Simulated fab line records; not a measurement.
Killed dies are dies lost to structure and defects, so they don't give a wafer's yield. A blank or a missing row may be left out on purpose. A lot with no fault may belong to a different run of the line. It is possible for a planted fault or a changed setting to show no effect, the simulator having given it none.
Chamber matching | flow gf180mcu | cmp-01 running GF_V4_CMP_04: 4 sister chambers
The step polishes SiO2. 8 wafers are shown with their chamber, then 9 later ones without.

## WAFERS, EACH WITH ITS CHAMBER
wafer  | chamber | time_to_endpoint_s (s) | retaining_ring_pressure_frac
L079.1 | 3       | 77                     | 0.995
L082.1 | 3       | 71                     | 1.002
L082.2 | 1       | 76                     | 1.002
L083.3 | 2       | 66                     | 0.995
L083.6 | 0       | 83                     | 1.006
L085.2 | 1       | 78                     | 1.000
L085.3 | 2       | 70                     | 1.000
L085.4 | 0       | 87                     | 0.995

## WAFERS WITH NO CHAMBER GIVEN
wafer  | time_to_endpoint_s (s) | retaining_ring_pressure_frac
L090.1 | 75                     | 0.998
L090.2 | 74                     | 0.997
L090.3 | 84                     | 0.992
L094.2 | 71                     | 0.997
L094.3 | 75                     | 0.991
L094.5 | 82                     | 0.999
L095.1 | 78                     | 1.008
L095.3 | 78                     | 0.997
L095.6 | 72                     | 0.995

## THE CHAMBER EACH PASSED THROUGH
wafer  | from the rows above          | in truth
L090.1 | can't be placed: 3 or 1 or 2 | 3
L090.2 | can't be placed: 3 or 1 or 2 | 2
L090.3 | can't be placed: 0 or 1 or 3 | 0
L094.2 | can't be placed: 2 or 3 or 1 | 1
L094.3 | can't be placed: 3 or 1 or 2 | 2
L094.5 | can't be placed: 0 or 1 or 3 | 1
L095.1 | can't be placed: 1 or 3 or 0 | 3
L095.3 | can't be placed: 1 or 3 or 0 | 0
L095.6 | can't be placed: 3 or 2 or 1 | 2
0 of 9 placed correctly. Cannot be placed on the basis of these rows: 9; the candidates contain the true chamber in 9. Wrongly placed: 0.
How it was worked out, from the rows above alone: a wafer's distance from a chamber is the root of the sum, over the readings, of the square of ((its reading less the chamber's mean) divided by the reading's scatter). The wafer belongs to the nearest chamber; if the next one is less than 2 further off, it can't be placed. The mean given for a chamber averages the wafers shown for that chamber. The scatter is the square root of a quotient: the sum, over the shown wafers, of each reading's squared deviation from its chamber's mean, divided by wafers minus chambers.
